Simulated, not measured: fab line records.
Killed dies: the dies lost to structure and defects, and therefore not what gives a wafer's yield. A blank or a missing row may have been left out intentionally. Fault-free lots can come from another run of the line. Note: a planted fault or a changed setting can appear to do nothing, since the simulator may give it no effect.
Code-filled problem report in 8D (eight disciplines) form | flow sky130 | the parts of the form that need people (team, actions taken, sign-off) are left out

1. THE ISSUE
Across 6 wafers from 2 lots, VT_ADJUST_LVTN_2_TW at SKY_VT_ADJUST_LVTN_TW_MEAS_21 averages 204.2, while fault-free wafers read 188.2 with a standard deviation of 1.3. Measured from the usual mean, that is +12 standard deviations.
Seen first at day 10 22:53 on film metro-03, wafer L178.2. The record has a number at this step for 33 wafers belonging to 11 lots. The rule behind "out" and "out of limits": a value lying over 4 standard deviations away from the usual mean. The rest of the wafers with a number are treated as sound.

2. WHAT IT IS AND WHAT IT IS NOT
question                    | is                     | is not
which readings at this step | VT_ADJUST_LVTN_2_TW    | -
which lots                  | L178, L180             | L168, L169, L170, L172, L174, L176, L181, L188, L190
which wafers of those lots  | all that have a number | -
read on which gauges        | film metro-03          | film metro-02, film metro-04
when                        | from day 10 22:53      | up to then (18 sound wafers); but 9 sound wafers of L181, L188, L190 came after

3. SUSPECTS, AND WHAT RULES EACH OUT
Counting: a tool at a process step up to the reading stays a suspect if it ran every lot that is out and no sound lot after the first of them.
- ruled out: the gauge at SKY_VT_ADJUST_LVTN_TW_MEAS_21. All the wafers that are out were read on film metro-03, but those of them that SKY_VT_ADJUST_LVTN_IMPLANT_19 has rows for are out there too, on other tools.
- implanter-01 at SKY_VT_ADJUST_LVTN_IMPLANT_19: kept. Every lot that is out went through it, starting with L178 (day 10 22:39), and after that it ran no sound lot; the last sound lot it ran before then is L176 (day 10 08:04). Out on those wafers are its own readings of dose ions cm2, faraday current uA.
Left after counting: implanter-01 at SKY_VT_ADJUST_LVTN_IMPLANT_19.

4. THE CAUSE (what the simulator had put in)
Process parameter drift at SKY_VT_ADJUST_LVTN_IMPLANT_19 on implanter-01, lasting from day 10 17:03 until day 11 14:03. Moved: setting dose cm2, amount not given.
Only this tool survived the counting.

5. SEQUENCE OF EFFECTS, ordered by route
Each row: a reading where the mean over the struck wafers with a number is more than 3 standard deviations away from the usual. Only readings whose record carries a usual standard deviation are examined. hours: median over the lots of the time between each lot's start at the first step of this table that gives one and its start at this step. sigmas: the change, counted in usual standard deviations.
hours | step                          | reading             | usual   | on struck wafers | change   | sigmas
0     | SKY_VT_ADJUST_LVTN_IMPLANT_19 | dose ions cm2       | 6.5e+11 | 8.8e+11          | +2.3e+11 | +99 or more
0     | SKY_VT_ADJUST_LVTN_IMPLANT_19 | faraday current uA  | 3.67    | 4.97             | +1.30    | +18
0     | SKY_VT_ADJUST_LVTN_TW_MEAS_21 | VT_ADJUST_LVTN_2_TW | 188.2   | 204.2            | +16.0    | +12
The process steps in it:
- SKY_VT_ADJUST_LVTN_IMPLANT_19

6. WHAT WOULD HAVE CAUGHT IT SOONER
Counted from the fault's start at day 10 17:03, it took 6 hours until the first out-of-limits reading at a measuring or inspecting step in this record, taken at day 10 22:53.
At SKY_VT_ADJUST_LVTN_IMPLANT_19, the tool's own readings (dose ions cm2, faraday current uA) were out on each struck wafer the step has a row for, so an alarm limit on them would have fired on the first such wafer.
Of the lots that are out (2), L180 began SKY_VT_ADJUST_LVTN_IMPLANT_19 on implanter-01 after day 10 22:53. A hold on the tool at that time would have spared it.
